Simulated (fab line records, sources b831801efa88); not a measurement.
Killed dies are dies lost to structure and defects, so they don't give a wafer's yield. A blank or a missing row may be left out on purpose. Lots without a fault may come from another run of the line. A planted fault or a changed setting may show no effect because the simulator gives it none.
Tool commonality check | flow gf180mcu | 11 lots, 33 wafers sampled

WHY IT WAS OPENED
At GF_V2_RS_MEAS_24 the reading V2_W_RS is flagged on 2 of 11 lots. Wafers without a fault read 0.327 ohm/sq, standard deviation 0.005.
Rule: a lot is flagged when every wafer of it that has a number lies more than 4 standard deviations from that mean, or none has a number. The other lots count as sound.

lot  | measured     | on            | V2_W_RS (ohm/sq), wafer by wafer | flag
L235 | day 20 19:36 | film_metro-04 | 0.331 0.322 0.323                |
L238 | day 21 22:32 | film_metro-03 | 0.326 0.329 0.327                |
L241 | day 22 12:53 | film_metro-04 | 0.333 0.329 0.333                |
L242 | day 22 19:15 | film_metro-04 | 0.337 0.337 0.328                |
L244 | day 23 15:23 | film_metro-03 | 0.511 0.517 0.524                | FLAGGED
L245 | day 24 05:07 | film_metro-01 | 0.522 0.522 0.518                | FLAGGED
L253 | day 26 17:52 | film_metro-01 | 0.317 0.324 0.318                |
L255 | day 27 02:46 | film_metro-01 | 0.322 0.327 0.325                |
L256 | day 27 17:04 | film_metro-04 | 0.333 0.330 0.326                |
L257 | day 27 18:43 | film_metro-04 | 0.317 0.325 0.327                |
L258 | day 28 00:20 | film_metro-03 | 0.322 0.327 0.316                |
The numbers of the flagged lots are 0.519 ohm/sq on average: +0.192 ohm/sq against the usual, or +38 standard deviations.

WHICH TOOL RAN EACH LOT
The record holds 2 process steps before the reading, out of a route of 602 steps. In each cell: the tool, then ch and the chambers that the sampled wafers went through, then the start.
lot  | flag    | GF_V2_SPUTTER_22             | GF_V2_CVD_23
L235 |         | pvd_sputter-04, day 20 19:26 | cvd_w-02 ch 0,1, day 20 19:28
L238 |         | pvd_sputter-03, day 21 22:22 | cvd_w-01 ch 0, day 21 22:24
L241 |         | pvd_sputter-02, day 22 12:44 | cvd_w-01 ch 0,1, day 22 12:46
L242 |         | pvd_sputter-02, day 22 19:05 | cvd_w-02 ch 0,1, day 22 19:07
L244 | FLAGGED | pvd_sputter-03, day 23 15:13 | cvd_w-01 ch 0,1, day 23 15:16
L245 | FLAGGED | pvd_sputter-03, day 24 04:58 | cvd_w-01 ch 0,1, day 24 04:59
L253 |         | pvd_sputter-04, day 26 17:43 | cvd_w-02 ch 0,1, day 26 17:45
L255 |         | pvd_sputter-02, day 27 02:37 | cvd_w-02 ch 0,1, day 27 02:40
L256 |         | pvd_sputter-03, day 27 16:52 | cvd_w-01 ch 0,1, day 27 16:56
L257 |         | pvd_sputter-03, day 27 18:32 | cvd_w-02 ch 0,1, day 27 18:35
L258 |         | pvd_sputter-02, day 28 00:10 | cvd_w-02 ch 0,1, day 28 00:12
What these steps do:
- GF_V2_SPUTTER_22: material TiN, target thk 10 nm, time 40 s.
- GF_V2_CVD_23: deposits W, target thk 350 nm, time 104.94 s.
- GF_V2_RS_MEAS_24: measures by four-point-probe.

FLAGGED OVER TOTAL, TOOL BY TOOL (the gauges that took the reading come last)
step             | tool           | lots run | flagged | share of the flagged lots | sound lots run after its first flagged lot
GF_V2_SPUTTER_22 | pvd_sputter-02 | 4        | 0       | none                      | -
GF_V2_SPUTTER_22 | pvd_sputter-03 | 5        | 2       | all                       | 2 (L256,L257)
GF_V2_SPUTTER_22 | pvd_sputter-04 | 2        | 0       | none                      | -
GF_V2_CVD_23     | cvd_w-01       | 5        | 2       | all                       | 1 (L256)
GF_V2_CVD_23     | cvd_w-02       | 6        | 0       | none                      | -
GF_V2_RS_MEAS_24 | film_metro-01  | 3        | 1       | some                      | 2 (L253,L255)
GF_V2_RS_MEAS_24 | film_metro-03  | 3        | 1       | some                      | 1 (L258)
GF_V2_RS_MEAS_24 | film_metro-04  | 5        | 0       | none                      | -

WHAT THE TABLE ALLOWS
2 rows of the table ran every flagged lot: pvd_sputter-03 at GF_V2_SPUTTER_22, cvd_w-01 at GF_V2_CVD_23.
- pvd_sputter-03 at GF_V2_SPUTTER_22: 2 of its 5 lots flagged. Sound lots ran on it after the first flagged one (L256, L257), which a lasting fault on the whole tool wouldn't allow.
- cvd_w-01 at GF_V2_CVD_23: 2 of its 5 lots flagged. Sound lots ran on it after the first flagged one (L256), which a lasting fault on the whole tool wouldn't allow.
No row of the table ran every flagged lot and no sound lot after the first.

WHAT THE SIMULATOR HAD PUT IN
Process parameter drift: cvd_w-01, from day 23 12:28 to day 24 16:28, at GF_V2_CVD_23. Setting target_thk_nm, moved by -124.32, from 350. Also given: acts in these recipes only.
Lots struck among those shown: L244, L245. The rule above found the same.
